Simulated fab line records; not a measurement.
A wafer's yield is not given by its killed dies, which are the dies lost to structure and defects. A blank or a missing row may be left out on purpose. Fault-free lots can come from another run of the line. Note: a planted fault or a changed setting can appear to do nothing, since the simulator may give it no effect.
fab line records | flow sky130 | part 1 of 2: steps 1 to 29 of 38
record: lots: 5 | wafers: 15 | lastDay: 50
route steps=708 shown METAL3@568 VIA3@573 METAL4@598 CAP2M@603
lots that met no fault: taken from a fault-free run of the same line
startH: hours from the record's opening day to when the first of the lot's shown wafers began | waitH: time in hours since the lot's previous step | " the same as in the row above | L1.1+2: one row covering several wafers at once | - no value present, or no start provided | * or withheld: withheld | < > ~ a bound
route shown NAME@n: a module of which the file shows steps, and the number in the route of the first | usual: the fault-free wafers' mean and standard deviation | same: alike in all rows | chamber/n: place in a boat | sites: the reading at each site | _std_site: standard deviation across them | _edge_site: inner sites' mean taken away from outer sites' mean | radiusMm: for every site, how far away it sits from the centre of the wafer | mask NAME#n: copy n | behind: the last tool/chamber to shape the wafer | hold: cause of the lot's hold/its duration in hours/its outcome | device: the n, p or np transistor that did not switch | end of line: the route-end tests of the same wafers | a step given without rows: its recipe and nothing more | killed: at the first sort, the dies lost to defects and structure; wafer yield is something else | map: per-die view of a wafer (x killed, . not killed, _ where there is no die)
set.NAME: the setting as run; set.NAME@STEP: as run at that earlier step | model.NAME: the simulator's own value behind a step, which no gauge read
lots seen at some steps along the route; tables by step, rows by wafer
services: when a tool's chamber went out of use (startH, in hours from the record's first day, below 0 if earlier), for how many hours, and the reason
== steps ==
step: SKY_METAL3_METAL_ETCH_18
recipe: targetDepthA: 8450 | stopOn: SiO2 | overEtchFrac: 0.3 | timeS: 183.1 | chemistry: Cl2/BCl3 | resistSidewallDeg: 88 | pressureMtorr: 10 | icpW: 900 | biasW: 48.5 | Cl2_flow_sccm: 60 | bcl3FlowSccm: 30
usual: biasW: 48.48/0.14 | drypumpMotorCurrentA: 5.7/0.51 | oesProductAu: 0.864/0.0058 | throttleValvePct: 22.265/0.0085
lot.wafer | tool        | chamber | startH  | waitH | biasW | drypumpMotorCurrentA | oesProductAu | rfHoursCounterH | throttleValvePct
L074.1    | rieMetal-04 | 1       | 913.17  | 0.0   | 48.45 | 6.4                  | 0.865        | 0               | 22.270
L074.5    | "           | 1       | "       | "     | 48.31 | 6.4                  | 0.868        | -               | 22.267
L074.6    | "           | 0       | "       | "     | 48.46 | 5.7                  | 0.869        | -               | 22.256
L076.2    | rieMetal-01 | 0       | 924.09  | 0.0   | 48.50 | 6.0                  | 0.865        | 5               | 22.267
L076.3    | "           | 0       | "       | "     | 48.51 | 6.0                  | 0.868        | -               | 22.267
L076.6    | "           | 0       | "       | "     | 48.45 | 6.0                  | 0.858        | -               | 22.265
L084.4    | rieMetal-04 | 0       | 987.82  | 0.2   | 48.55 | 5.8                  | 0.871        | -               | 22.272
L084.5    | "           | 0       | "       | "     | 48.64 | 5.7                  | 0.865        | -               | 22.260
L084.6    | "           | 0       | "       | "     | 48.62 | 5.7                  | 0.862        | -               | 22.274
L085.2    | rieMetal-01 | 0       | 998.30  | 0.0   | 48.54 | 6.0                  | 0.874        | 8               | 22.259
L085.5    | "           | 0       | "       | "     | 48.40 | 6.0                  | 0.868        | -               | 22.251
L085.6    | "           | 1       | "       | "     | 48.53 | 5.0                  | 0.863        | -               | 22.273
L093.1    | rieMetal-02 | 0       | 1042.69 | 0.0   | 48.21 | 5.0                  | 0.862        | 13              | 22.276
L093.2    | "           | 1       | "       | "     | 48.59 | 5.9                  | 0.865        | 10              | 22.264
L093.6    | "           | 1       | "       | "     | 48.73 | 5.9                  | 0.857        | -               | 22.274
step: SKY_METAL3_STRIP_19
recipe: chemistry: O2/N2 | powerW: 1400 | pressureMtorr: 1500 | platenTempC: withheld | o2FlowSccm: 3000 | n2FlowSccm: 300 | overashFraction: 0.5
usual: drypumpMotorCurrentA: 5.8/0.36 | oesProductAu: 0.502/0.006 | stripTimeToEndpointS: 6.52/0.081
lot.wafer | tool           | chamber | startH  | waitH | drypumpMotorCurrentA | oesProductAu | rfHoursCounterH | stripTimeToEndpointS
L074.1    | plasmaAsher-04 | 0       | 913.35  | 0.1   | 5.5                  | 0.499        | 15              | 6.58
L074.5    | "              | 1       | "       | "     | 5.7                  | 0.502        | -               | 6.60
L074.6    | "              | 0       | "       | "     | 5.5                  | 0.514        | -               | 6.54
L076.2    | plasmaAsher-03 | 0       | 924.27  | 0.1   | 5.4                  | 0.509        | 51              | 6.59
L076.3    | "              | 1       | "       | "     | 5.4                  | 0.509        | -               | 6.68
L076.6    | "              | 1       | "       | "     | 5.4                  | 0.504        | -               | 6.56
L084.4    | plasmaAsher-02 | 1       | 988.03  | 0.2   | 5.9                  | 0.506        | -               | 6.54
L084.5    | "              | 0       | "       | "     | 6.4                  | 0.496        | -               | 6.55
L084.6    | "              | 1       | "       | "     | 5.9                  | 0.503        | -               | 6.47
L085.2    | plasmaAsher-03 | 0       | 998.48  | 0.1   | 5.4                  | 0.508        | 58              | 6.66
L085.5    | "              | 1       | "       | "     | 5.4                  | 0.509        | -               | 6.65
L085.6    | "              | 0       | "       | "     | 5.4                  | 0.497        | -               | 6.38
L093.1    | plasmaAsher-02 | 1       | 1042.87 | 0.1   | 5.9                  | 0.493        | 116             | 6.51
L093.2    | "              | 0       | "       | "     | 6.4                  | 0.505        | 116             | 6.57
L093.6    | "              | 1       | "       | "     | 5.9                  | 0.504        | -               | 6.57
step: SKY_METAL3_STRIP_20
recipe: chemistry: postEtchResidueRemover | timeS: 1200 | tempC: 72.5
lot.wafer  | tool        | chamber | startH  | waitH
L074.1+5+6 | wetBench-04 | 2       | 913.45  | 0.1
L076.2+3+6 | wetBench-03 | 0       | 924.37  | 0.1
L084.4+5+6 | wetBench-02 | 1       | 988.10  | 0.0
L085.2+5+6 | wetBench-04 | 0       | 998.58  | 0.1
L093.1+2+6 | wetBench-03 | 1       | 1042.97 | 0.1
step: SKY_METAL3_CLEAN_21
recipe: chemistry: IPA | timeS: 180 | tempC: 25
lot.wafer  | tool        | chamber | startH  | waitH
L074.1+5+6 | wetBench-02 | 1       | 913.82  | 0.0
L076.2+3+6 | wetBench-04 | 3       | 924.74  | 0.0
L084.4+5+6 | wetBench-03 | 3       | 988.47  | 0.0
L085.2+5+6 | wetBench-04 | 2       | 998.92  | 0.0
L093.1+2+6 | wetBench-02 | 0       | 1043.31 | 0.0
step: SKY_METAL3_CLEAN_22
recipe: chemistry: O3/DIW | dry: n2Spin
lot.wafer  | tool        | chamber | startH  | waitH
L074.1+5+6 | wetBench-03 | 2       | 913.89  | 0.0
L076.2+3+6 | wetBench-02 | 1       | 924.80  | 0.0
L084.4+5+6 | wetBench-04 | 2       | 988.53  | 0.0
L085.2+5+6 | wetBench-02 | 0       | 998.98  | 0.0
L093.1+2+6 | wetBench-03 | 3       | 1043.37 | 0.0
step: SKY_VIA3_HDPCVD_00
recipe: material: SiO2 | targetThkNm: 1635 | sigmaOpenFrac: 0.3 | timeS: 272.5 | tempC: 400 | sih4FlowSccm: 60 | pressureMtorr: 6
lot.wafer  | tool      | chamber | startH  | waitH
L074.1+5+6 | hdpcvd-01 | 1,2,0   | 913.99  | 0.0
L076.2+3+6 | hdpcvd-01 | 2,0,2   | 924.89  | 0.0
L084.4+5+6 | hdpcvd-01 | 2,0,1   | 988.71  | 0.1
L085.2+5+6 | hdpcvd-01 | 1,2,0   | 999.07  | 0.0
L093.1+2+6 | hdpcvd-01 | 2,0,2   | 1043.46 | 0.0
step: SKY_VIA3_THK_MEAS_01
recipe: reads: SiO2_of_VIA3_HDPCVD_00
usual: VIA3_HDPCVD_THK: 1641/16
lot.wafer | tool         | chamber | startH  | waitH | VIA3_HDPCVD_THK[nm]
L074.1    | filmMetro-02 | -       | 914.15  | 0.1   | 1644
L074.5    | "            | -       | "       | "     | 1662
L074.6    | "            | -       | "       | "     | 1658
L076.2    | filmMetro-02 | -       | 925.07  | 0.1   | 1654
L076.3    | "            | -       | "       | "     | 1661
L076.6    | "            | -       | "       | "     | 1644
L084.4    | filmMetro-04 | -       | 988.83  | 0.0   | 1616
L084.5    | "            | -       | "       | "     | 1641
L084.6    | "            | -       | "       | "     | 1614
L085.2    | filmMetro-03 | -       | 999.25  | 0.1   | 1644
L085.5    | "            | -       | "       | "     | 1648
L085.6    | "            | -       | "       | "     | 1645
L093.1    | filmMetro-02 | -       | 1043.63 | 0.1   | 1633
L093.2    | "            | -       | "       | "     | 1637
L093.6    | "            | -       | "       | "     | 1637
step: SKY_VIA3_CMP_02
recipe: material: SiO2 | downForcePsi: 4 | platenRpm: 60 | padVelocityMS: 0.94248
usual: motorCurrentA: 12.1/1.2 | retainingRingPressureFrac: 1.000/0.0053
lot.wafer | tool   | chamber | startH  | waitH | motorCurrentA | retainingRingPressureFrac
L074.1    | cmp-01 | 0       | 914.30  | 0.1   | 11.6          | 1.004
L074.5    | "      | 0       | "       | "     | 12.2          | 1.009
L074.6    | "      | 1       | "       | "     | 13.0          | 0.999
L076.3    | cmp-01 | 0       | 925.12  | 0.0   | 12.1          | 1.001
L076.2    | "      | 3       | "       | "     | 11.1          | 1.008
L076.6    | "      | 0       | "       | "     | 12.1          | 0.994
L084.4    | cmp-01 | 2       | 988.91  | 0.1   | 14.9          | 0.999
L084.5    | "      | 1       | "       | "     | 12.4          | 1.003
L084.6    | "      | 2       | "       | "     | 14.9          | 1.001
L085.2    | cmp-02 | 2       | 999.45  | 0.2   | 11.2          | 1.001
L085.6    | "      | 3       | "       | "     | 11.9          | 0.997
L085.5    | "      | 0       | "       | "     | 12.7          | 1.006
L093.2    | cmp-02 | 2       | 1043.69 | 0.0   | 10.5          | 1.008
L093.1    | "      | 1       | "       | "     | 11.1          | 1.015
L093.6    | "      | 2       | "       | "     | 10.6          | 1.002
step: SKY_VIA3_BOW_MEAS_03
recipe: mode: bow
usual: VIA3_BOW: 78/7.1
lot.wafer | tool         | chamber | startH  | waitH | VIA3_BOW[um]
L074.1    | filmMetro-02 | -       | 914.60  | 0.2   | 71
L074.5    | "            | -       | "       | "     | 68
L074.6    | "            | -       | "       | "     | 69
L076.2    | filmMetro-03 | -       | 925.44  | 0.1   | 77
L076.3    | "            | -       | "       | "     | 70
L076.6    | "            | -       | "       | "     | 76
L084.4    | filmMetro-02 | -       | 989.22  | 0.3   | 89
L084.5    | "            | -       | "       | "     | 75
L084.6    | "            | -       | "       | "     | 76
L085.2    | filmMetro-02 | -       | 999.62  | 0.1   | 79
L085.5    | "            | -       | "       | "     | 83
L085.6    | "            | -       | "       | "     | 75
L093.1    | filmMetro-03 | -       | 1043.99 | 0.1   | 90
L093.2    | "            | -       | "       | "     | 73
L093.6    | "            | -       | "       | "     | 77
step: SKY_VIA3_DEHYDRATE_04
recipe: tempC: 200 | timeS: 60
lot.wafer  | tool          | chamber | startH  | waitH
L074.1+5+6 | lithoTrack-01 | 0       | 926.39  | 11.8
L076.2+3+6 | lithoTrack-01 | 0       | 937.51  | 12.1
L084.4+5+6 | lithoTrack-02 | 0       | 1000.61 | 11.4
L085.2+5+6 | lithoTrack-02 | 0       | 1010.57 | 10.9
L093.1+2+6 | lithoTrack-02 | 0       | 1054.14 | 10.1
step: SKY_VIA3_HMDS_05
recipe: primeTimeS: 60 | primeTempC: 120
same: primeTimeS: 60
lot.wafer  | tool          | chamber | startH  | waitH
L074.1+5+6 | lithoTrack-01 | 0       | 926.54  | 0.1
L076.2+3+6 | lithoTrack-01 | 0       | 937.66  | 0.1
L084.4+5+6 | lithoTrack-02 | 0       | 1000.76 | 0.1
L085.2+5+6 | lithoTrack-02 | 0       | 1010.72 | 0.1
L093.1+2+6 | lithoTrack-02 | 0       | 1054.29 | 0.1
step: SKY_VIA3_COAT_06
recipe: resist: BARC | tempC: withheld | timeS: withheld | spinRpm: 3000 | resistThkNm: 60
lot.wafer  | tool          | chamber | startH  | waitH
L074.1+5+6 | lithoTrack-01 | 0       | 926.69  | 0.1
L076.2+3+6 | lithoTrack-01 | 0       | 937.81  | 0.1
L084.4+5+6 | lithoTrack-02 | 0       | 1000.91 | 0.1
L085.2+5+6 | lithoTrack-02 | 0       | 1010.87 | 0.1
L093.1+2+6 | lithoTrack-02 | 0       | 1054.44 | 0.1
step: SKY_VIA3_COAT_07
recipe: resist: KrF-thick | spinRpm: 3000 | resistThkNm: 450
lot.wafer  | tool          | chamber | startH | waitH
L074.1+5+6 | lithoTrack-01 | 0       | -      | -
L076.2+3+6 | lithoTrack-01 | 0       | -      | -
L084.4+5+6 | lithoTrack-02 | 0       | -      | -
L085.2+5+6 | lithoTrack-02 | 0       | -      | -
L093.1+2+6 | lithoTrack-02 | 0       | -      | -
step: SKY_VIA3_SOFTBAKE_08
recipe: tempC: 100 | timeS: 90 | resist: KrF-thick
lot.wafer  | tool          | chamber | startH | waitH
L074.1+5+6 | lithoTrack-01 | 0       | -      | -
L076.2+3+6 | lithoTrack-01 | 0       | -      | -
L084.4+5+6 | lithoTrack-02 | 0       | -      | -
L085.2+5+6 | lithoTrack-02 | 0       | -      | -
L093.1+2+6 | lithoTrack-02 | 0       | -      | -
step: SKY_VIA3_EXPOSE_09
recipe: maskId: VIM3 | na: 0.8 | sourceShape: annular | sigmaInner: 0.55 | sigmaOuter: 0.85 | targetCdNm: 200 | doseMj: 38
usual: focusOffsetNm: 0.0/0.59
lot.wafer | tool          | chamber | startH | waitH | mask   | focusOffsetNm
L074.1    | krfScanner-01 | 0       | -      | -     | VIM3#0 | 0.3
L074.5    | "             | 0       | "      | "     | VIM3#0 | -1.3
L074.6    | "             | 0       | "      | "     | VIM3#0 | 0.3
L076.2    | krfScanner-01 | 0       | -      | -     | VIM3#0 | -0.2
L076.3    | "             | 0       | "      | "     | VIM3#0 | 0.2
L076.6    | "             | 0       | "      | "     | VIM3#0 | 0.3
L084.4    | krfScanner-01 | 0       | -      | -     | VIM3#0 | -0.2
L084.5    | "             | 0       | "      | "     | VIM3#0 | -0.4
L084.6    | "             | 0       | "      | "     | VIM3#0 | 0.4
L085.2    | krfScanner-01 | 0       | -      | -     | VIM3#0 | -0.1
L085.5    | "             | 0       | "      | "     | VIM3#0 | 0.5
L085.6    | "             | 0       | "      | "     | VIM3#0 | -0.6
L093.1    | krfScanner-01 | 0       | -      | -     | VIM3#0 | -0.2
L093.2    | "             | 0       | "      | "     | VIM3#0 | -0.4
L093.6    | "             | 0       | "      | "     | VIM3#0 | 1.4
step: SKY_VIA3_PEB_10
recipe: pebTempC: withheld | pebTimeS: withheld | resist: KrF-thick
lot.wafer  | tool          | chamber | startH | waitH
L074.1+5+6 | lithoTrack-03 | 0       | -      | -
L076.2+3+6 | lithoTrack-03 | 0       | -      | -
L084.4+5+6 | lithoTrack-03 | 0       | -      | -
L085.2+5+6 | lithoTrack-01 | 0       | -      | -
L093.1+2+6 | lithoTrack-01 | 0       | -      | -
step: SKY_VIA3_DEVELOP_11
recipe: developTimeS: 60 | resist: KrF-thick | devTempC: 21
lot.wafer  | tool          | chamber | startH | waitH
L074.1+5+6 | lithoTrack-03 | 0       | -      | -
L076.2+3+6 | lithoTrack-03 | 0       | -      | -
L084.4+5+6 | lithoTrack-03 | 0       | -      | -
L085.2+5+6 | lithoTrack-01 | 0       | -      | -
L093.1+2+6 | lithoTrack-01 | 0       | -      | -
step: SKY_VIA3_CD_MEAS_12
recipe: targetCdNm: 200
usual: cdNm: 199.3/1.5
lot.wafer | tool     | chamber | startH  | waitH | cdNm
L074.1    | cdSem-02 | -       | 939.37  | -     | 198.9
L074.5    | "        | -       | "       | "     | 199.9
L074.6    | "        | -       | "       | "     | 199.8
L076.2    | cdSem-02 | -       | 950.54  | -     | 199.1
L076.3    | "        | -       | "       | "     | 199.2
L076.6    | "        | -       | "       | "     | 199.5
L084.4    | cdSem-02 | -       | 1013.38 | -     | 199.6
L084.5    | "        | -       | "       | "     | 198.7
L084.6    | "        | -       | "       | "     | 198.4
L085.2    | cdSem-01 | -       | 1022.81 | -     | 200.5
L085.5    | "        | -       | "       | "     | 199.8
L085.6    | "        | -       | "       | "     | 200.0
L093.1    | cdSem-02 | -       | 1065.74 | -     | 200.3
L093.2    | "        | -       | "       | "     | 200.4
L093.6    | "        | -       | "       | "     | 200.0
step: SKY_VIA3_OVL_MEAS_13
usual: VIA3_OVL: -1/5
lot.wafer | tool       | chamber | startH  | waitH | VIA3_OVL[nm]
L074.1    | overlay-02 | -       | 939.50  | 0.1   | 2
L074.5    | "          | -       | "       | "     | 1
L074.6    | "          | -       | "       | "     | -4
L076.2    | overlay-02 | -       | 950.64  | 0.1   | 0
L076.3    | "          | -       | "       | "     | 0
L076.6    | "          | -       | "       | "     | -2
L084.4    | overlay-01 | -       | 1013.46 | 0.1   | -6
L084.5    | "          | -       | "       | "     | -2
L084.6    | "          | -       | "       | "     | -4
L085.2    | overlay-01 | -       | 1022.91 | 0.1   | -7
L085.5    | "          | -       | "       | "     | -11
L085.6    | "          | -       | "       | "     | 2
L093.1    | overlay-01 | -       | 1065.86 | 0.1   | 5
L093.2    | "          | -       | "       | "     | -5
L093.6    | "          | -       | "       | "     | -8
step: SKY_VIA3_ETCH_14
recipe: chemistry: N2/H2 | target: BARC | ionEnergyEv: 200 | sourceW: 500 | biasW: 100 | pressureMtorr: 30 | n2FlowSccm: 100 | h2FlowSccm: 200 | stopOn: SiO2 | timeS: 45.9 | targetDepthA: 600
usual: biasW: 100.0/0.34 | drypumpMotorCurrentA: 5.8/0.52 | oesProductAu: 0.854/0.0051 | throttleValvePct: 13.224/0.01
lot.wafer | tool       | chamber | startH  | waitH | biasW | drypumpMotorCurrentA | oesProductAu | rfHoursCounterH | throttleValvePct
L074.1    | rieDiel-02 | 3       | 939.53  | 0.0   | 100.1 | 6.2                  | 0.850        | 9               | 13.229
L074.5    | "          | 0       | "       | "     | 100.5 | 5.8                  | 0.852        | -               | 13.217
L074.6    | "          | 1       | "       | "     | 99.8  | 5.5                  | 0.848        | -               | 13.211
L076.2    | rieDiel-01 | 0       | 950.67  | 0.0   | 100.6 | 6.5                  | 0.847        | 16              | 13.233
L076.3    | "          | 1       | "       | "     | 100.3 | 6.3                  | 0.849        | 19              | 13.215
L076.6    | "          | 0       | "       | "     | 100.0 | 6.5                  | 0.850        | -               | 13.232
L084.4    | rieDiel-01 | 2       | 1013.47 | 0.0   | 99.8  | 5.5                  | 0.847        | 24              | 13.226
L084.5    | "          | 2       | "       | "     | 99.7  | 5.5                  | 0.852        | -               | 13.231
L084.6    | "          | 1       | "       | "     | 100.1 | 6.3                  | 0.842        | -               | 13.218
L085.2    | rieDiel-01 | 1       | 1022.94 | 0.0   | 99.8  | 6.3                  | 0.858        | 21              | 13.230
L085.5    | "          | 2       | "       | "     | 100.8 | 5.5                  | 0.863        | -               | 13.218
L085.6    | "          | 3       | "       | "     | 99.8  | 4.8                  | 0.863        | -               | 13.214
L093.1    | rieDiel-03 | 0       | 1065.89 | 0.0   | 99.5  | 6.0                  | 0.857        | 16              | 13.211
L093.2    | "          | 3       | "       | "     | 100.4 | 6.0                  | 0.852        | 4               | 13.223
L093.6    | "          | 1       | "       | "     | 99.8  | 4.8                  | 0.862        | -               | 13.218
step: SKY_VIA3_ETCH_15
recipe: target: SiO2 | chemistry: C4F8/O2/Ar | targetDepthNm: 507 | stopOn: TiN | maskMaterial: KrF-thick | sourceW: 1500 | biasW: 1200 | pressureMtorr: 40 | c4f8FlowSccm: withheld | O2_flow_sccm: 6 | Ar_flow_sccm: 300 | timeS: 78
usual: biasW: 1200/3.4 | oesProductAu: 0.945/0.0043
lot.wafer | tool       | chamber | startH  | waitH | biasW | oesProductAu | rfHoursCounterH
L074.1    | rieDiel-02 | 3       | 939.57  | 0.0   | 1202  | 0.952        | 9
L074.5    | "          | 0       | "       | "     | 1199  | 0.938        | -
L074.6    | "          | 1       | "       | "     | 1203  | 0.944        | -
L076.2    | rieDiel-01 | 0       | 950.72  | 0.0   | 1194  | 0.955        | 16
L076.3    | "          | 1       | "       | "     | 1198  | 0.944        | 19
L076.6    | "          | 0       | "       | "     | 1198  | 0.944        | -
L084.4    | rieDiel-01 | 2       | 1013.52 | 0.0   | 1197  | 0.948        | 24
L084.5    | "          | 2       | "       | "     | 1204  | 0.943        | -
L084.6    | "          | 1       | "       | "     | 1201  | 0.947        | -
L085.2    | rieDiel-01 | 1       | 1022.99 | 0.0   | 1197  | 0.939        | 21
L085.5    | "          | 2       | "       | "     | 1200  | 0.949        | -
L085.6    | "          | 3       | "       | "     | 1198  | 0.943        | -
L093.1    | rieDiel-03 | 0       | 1065.94 | 0.0   | 1198  | 0.948        | 16
L093.2    | "          | 3       | "       | "     | 1199  | 0.949        | 4
L093.6    | "          | 1       | "       | "     | 1203  | 0.950        | -
step: SKY_VIA3_STRIP_16
recipe: chemistry: O2/N2 | powerW: 1400 | pressureMtorr: 1500 | platenTempC: withheld | o2FlowSccm: 3000 | n2FlowSccm: 300 | overashFraction: 0.5
usual: drypumpMotorCurrentA: 5.8/0.41 | oesProductAu: 0.402/0.0044 | stripTimeToEndpointS: 4.132/0.022
lot.wafer | tool           | chamber | startH  | waitH | drypumpMotorCurrentA | oesProductAu | rfHoursCounterH | stripTimeToEndpointS
L074.1    | plasmaAsher-04 | 0       | 939.63  | 0.0   | 5.6                  | 0.407        | 17              | 4.155
L074.5    | "              | 1       | "       | "     | 5.7                  | 0.403        | -               | 4.134
L074.6    | "              | 0       | "       | "     | 5.6                  | 0.409        | -               | 4.094
L076.2    | plasmaAsher-01 | 0       | 950.78  | 0.0   | 5.0                  | 0.392        | 80              | 4.134
L076.3    | "              | 1       | "       | "     | 5.9                  | 0.399        | -               | 4.145
L076.6    | "              | 0       | "       | "     | 5.0                  | 0.407        | -               | 4.149
L084.4    | plasmaAsher-02 | 0       | 1013.61 | 0.1   | 6.4                  | 0.401        | -               | 4.137
L084.5    | "              | 0       | "       | "     | 6.4                  | 0.408        | -               | 4.158
L084.6    | "              | 1       | "       | "     | 5.9                  | 0.404        | -               | 4.145
L085.2    | plasmaAsher-02 | 1       | 1023.05 | 0.0   | 5.9                  | 0.399        | 114             | 4.123
L085.5    | "              | 0       | "       | "     | 6.4                  | 0.402        | -               | 4.109
L085.6    | "              | 1       | "       | "     | 5.9                  | 0.398        | -               | 4.133
L093.1    | plasmaAsher-02 | 0       | 1066.00 | 0.0   | 6.4                  | 0.400        | 0               | 4.138
L093.2    | "              | 1       | "       | "     | 5.9                  | 0.402        | 0               | 4.154
L093.6    | "              | 1       | "       | "     | 5.9                  | 0.396        | -               | 4.154
step: SKY_VIA3_STRIP_17
recipe: chemistry: postEtchResidueRemover | timeS: 1200 | tempC: 72.5
lot.wafer  | tool        | chamber | startH  | waitH
L074.1+5+6 | wetBench-03 | 2       | 939.73  | 0.1
L076.2+3+6 | wetBench-01 | 2       | 950.88  | 0.1
L084.4+5+6 | wetBench-01 | 1       | 1013.68 | 0.0
L085.2+5+6 | wetBench-02 | 2       | 1023.16 | 0.1
L093.1+2+6 | wetBench-02 | 3       | 1066.10 | 0.1
step: SKY_VIA3_CLEAN_18
recipe: chemistry: IPA | timeS: 180 | tempC: 25
lot.wafer  | tool        | chamber | startH  | waitH
L074.1+5+6 | wetBench-01 | 1       | 940.11  | 0.0
L076.2+3+6 | wetBench-03 | 0       | 951.28  | 0.0
L084.4+5+6 | wetBench-02 | 1       | 1014.02 | 0.0
L085.2+5+6 | wetBench-03 | 0       | 1023.51 | 0.0
L093.1+2+6 | wetBench-03 | 3       | 1066.47 | 0.0
step: SKY_VIA3_CLEAN_19
recipe: chemistry: O3/DIW | dry: n2Spin
lot.wafer  | tool        | chamber | startH  | waitH
L074.1+5+6 | wetBench-03 | 0       | 940.16  | 0.0
L076.2+3+6 | wetBench-02 | 3       | 951.35  | 0.0
L084.4+5+6 | wetBench-03 | 2       | 1014.08 | 0.0
L085.2+5+6 | wetBench-02 | 2       | 1023.56 | 0.0
L093.1+2+6 | wetBench-01 | 2       | 1066.53 | 0.0
step: SKY_VIA3_SPUTTER_20
recipe: material: TiN | targetThkNm: 20 | chamberPressurePa: 5 | powerW: 4000 | timeS: 80
usual: throttleValvePct: 29.8/1.1
lot.wafer | tool          | chamber | startH  | waitH | throttleValvePct
L074.1    | pvdSputter-04 | -       | 940.27  | 0.0   | 32.4
L074.5    | "             | -       | "       | "     | 29.2
L074.6    | "             | -       | "       | "     | 29.5
L076.2    | pvdSputter-03 | -       | 951.44  | 0.0   | 29.4
L076.3    | "             | -       | "       | "     | 28.7
L076.6    | "             | -       | "       | "     | 29.2
L084.4    | pvdSputter-03 | -       | 1014.17 | 0.0   | 30.9
L084.5    | "             | -       | "       | "     | 29.1
L084.6    | "             | -       | "       | "     | 29.6
L085.2    | pvdSputter-04 | -       | 1023.66 | 0.0   | 32.5
L085.5    | "             | -       | "       | "     | 29.3
L085.6    | "             | -       | "       | "     | 29.5
L093.1    | pvdSputter-01 | -       | 1066.62 | 0.0   | 31.6
L093.2    | "             | -       | "       | "     | 28.4
L093.6    | "             | -       | "       | "     | 29.6
step: SKY_VIA3_CVD_21
recipe: material: W | targetThkNm: 390 | timeS: 117.31 | tempC: 400 | pressureTorr: 40
usual: heaterPowerW: 898/65
lot.wafer | tool    | chamber | startH  | waitH | heaterPowerW | sinceWetCleanH
L074.1    | cvdW-02 | 1       | 940.33  | 0.0   | 1010         | 536
L074.5    | "       | 0       | "       | "     | 834          | -
L074.6    | "       | 1       | "       | "     | 998          | -
L076.2    | cvdW-01 | 0       | 951.54  | 0.1   | 904          | -
L076.3    | "       | 0       | "       | "     | 920          | -
L076.6    | "       | 0       | "       | "     | 902          | -
L084.4    | cvdW-01 | 1       | 1014.27 | 0.1   | 835          | -
L084.5    | "       | 0       | "       | "     | 930          | -
L084.6    | "       | 1       | "       | "     | 849          | -
L085.2    | cvdW-01 | 0       | 1023.72 | 0.0   | 919          | 106
L085.5    | "       | 1       | "       | "     | 834          | -
L085.6    | "       | 0       | "       | "     | 902          | -
L093.1    | cvdW-01 | 1       | 1066.69 | 0.0   | 852          | 149
L093.2    | "       | 0       | "       | "     | 911          | 149
L093.6    | "       | 0       | "       | "     | 898          | -
step: SKY_VIA3_RS_MEAS_22
recipe: thkMeasGauge: four-point-probe | reads: W_of_VIA3_CVD_21+TiN_of_VIA3_SPUTTER_20
usual: VIA3_W_RS: 0.294/0.0037
lot.wafer | tool         | chamber | startH  | waitH | VIA3_W_RS[ohm/sq]
L074.1    | filmMetro-04 | -       | 940.46  | 0.1   | 0.288
L074.5    | "            | -       | "       | "     | 0.294
L074.6    | "            | -       | "       | "     | 0.286
L076.2    | filmMetro-04 | -       | 951.76  | 0.2   | 0.296
L076.3    | "            | -       | "       | "     | 0.298
L076.6    | "            | -       | "       | "     | 0.298
L084.4    | filmMetro-04 | -       | 1014.41 | 0.1   | 0.296
L084.5    | "            | -       | "       | "     | 0.300
L084.6    | "            | -       | "       | "     | 0.294
L085.2    | filmMetro-04 | -       | 1023.86 | 0.1   | 0.299
L085.5    | "            | -       | "       | "     | 0.298
L085.6    | "            | -       | "       | "     | 0.301
L093.1    | filmMetro-04 | -       | 1066.81 | 0.1   | 0.298
L093.2    | "            | -       | "       | "     | 0.301
L093.6    | "            | -       | "       | "     | 0.297
step: SKY_VIA3_THK_MEAS_23
recipe: thkMeasGauge: xrf | reads: W_of_VIA3_CVD_21
usual: VIA3_W_THK: 400/7.5
lot.wafer | tool         | chamber | startH  | waitH | VIA3_W_THK[nm]
L074.1    | filmMetro-04 | -       | 940.58  | 0.1   | 406
L074.5    | "            | -       | "       | "     | 394
L074.6    | "            | -       | "       | "     | 409
L076.2    | filmMetro-04 | -       | 951.87  | 0.1   | 393
L076.3    | "            | -       | "       | "     | 389
L076.6    | "            | -       | "       | "     | 389
L084.4    | filmMetro-04 | -       | 1014.50 | 0.1   | 396
L084.5    | "            | -       | "       | "     | 386
L084.6    | "            | -       | "       | "     | 396
L085.2    | filmMetro-04 | -       | 1023.97 | 0.1   | 387
L085.5    | "            | -       | "       | "     | 395
L085.6    | "            | -       | "       | "     | 389
L093.1    | filmMetro-04 | -       | 1066.93 | 0.1   | 387
L093.2    | "            | -       | "       | "     | 385
L093.6    | "            | -       | "       | "     | 391
